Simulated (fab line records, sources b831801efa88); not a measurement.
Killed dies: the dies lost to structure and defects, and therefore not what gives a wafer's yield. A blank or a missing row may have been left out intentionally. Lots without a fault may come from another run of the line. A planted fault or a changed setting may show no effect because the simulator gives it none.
A single fault, viewed from 2 desks || flow gf180mcu || only its own numbers are on each desk; what lay behind them is given at the end

== THE TOOL OWNER'S DESK: hdpcvd-01 ==
The tool's own readings at GF_V5_CVD_00 (deposits SiO2, target thk 300 nm, time 50 s): means of the sampled wafers that have a number, for each lot that ran on this tool. Any lot whose mean is over 4 standard deviations away from the usual mean is out of limits and marked OUT; that distance is given in the brackets.
Columns: A = sih4FlowSccm at GF_V5_CVD_00, usual 59.99 sccm
{"lot": "L118", "first seen here": "day 27 19:35", "A": 59.80}
{"lot": "L120", "first seen here": "day 28 08:40", "A": 60.03}
{"lot": "L121", "first seen here": "day 28 19:31", "A": 60.00}
{"lot": "L123", "first seen here": "day 29 04:36", "A": 59.98}
{"lot": "L126", "first seen here": "day 29 23:07", "A": 60.09}
{"lot": "L134", "first seen here": "day 31 22:10", "A": "51.05 (-47) OUT"}
{"lot": "L135", "first seen here": "day 32 04:34", "A": "51.05 (-47) OUT"}
This desk's finding: out of limits on L134, L135; first on L134, day 31 22:10 (sih4FlowSccm at GF_V5_CVD_00). Within limits: L118, L120, L121, L123, L126.

== AT THE METROLOGY DESK ==
Lot by lot, what the gauges showed, no matter which tool ran the lot: averages of those sampled wafers that carry a number. Any lot whose mean is over 4 standard deviations away from the usual mean is out of limits and marked OUT; that distance is given in the brackets.
Columns: A = V5_CVD_00_THK at GF_V5_THK_MEAS_01, usual 302 nm; B = V5_BOW at GF_V5_BOW_MEAS_05, usual 133 um
{"lot": "L117", "first seen here": "day 26 16:15", "A": 300, "B": 139}
{"lot": "L119", "first seen here": "day 27 14:46", "A": 299, "B": 146}
{"lot": "L118", "first seen here": "day 27 19:38", "A": 302, "B": 141}
{"lot": "L120", "first seen here": "day 28 08:44", "A": 299, "B": 144}
{"lot": "L121", "first seen here": "day 28 19:34", "A": 303, "B": 113}
{"lot": "L123", "first seen here": "day 29 04:39", "A": 299, "B": 126}
{"lot": "L124", "first seen here": "day 29 18:07", "A": 308, "B": 135}
{"lot": "L126", "first seen here": "day 29 23:11", "A": 302, "B": 125}
{"lot": "L134", "first seen here": "day 31 22:13", "A": "256 (-15) OUT", "B": 146}
{"lot": "L135", "first seen here": "day 32 04:37", "A": "260 (-14) OUT", "B": 127}
{"lot": "L137", "first seen here": "day 32 14:26", "A": 304, "B": 133}
{"lot": "L138", "first seen here": "day 32 18:23", "A": 302, "B": 147}
Finding of this desk: L134, L135 out of limits, first seen on L134 at day 31 22:13 (V5_CVD_00_THK at GF_V5_THK_MEAS_01). Within limits: L117, L119, L118, L120, L121, L123, L124, L126, L137, L138.

== TAKEN TOGETHER ==
The tool owner's desk had the chance to raise an alarm at day 31 22:10 on L134, L135.
The metrology desk could have raised an alarm at day 31 22:13, on L134, L135.
On hdpcvd-01, each named lot ran GF_V5_CVD_00.

== WHAT WAS PUT IN BY THE SIMULATOR ==
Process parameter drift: hdpcvd-01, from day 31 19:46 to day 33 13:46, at GF_V5_CVD_00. Setting sih4FlowSccm shifted by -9 from 60. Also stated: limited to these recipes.
Struck lots among those shown: L134, L135.
Delay (hours) between the fault's onset and each desk's first out-of-limits reading: 2 at the tool owner's desk, 2 at the metrology desk.
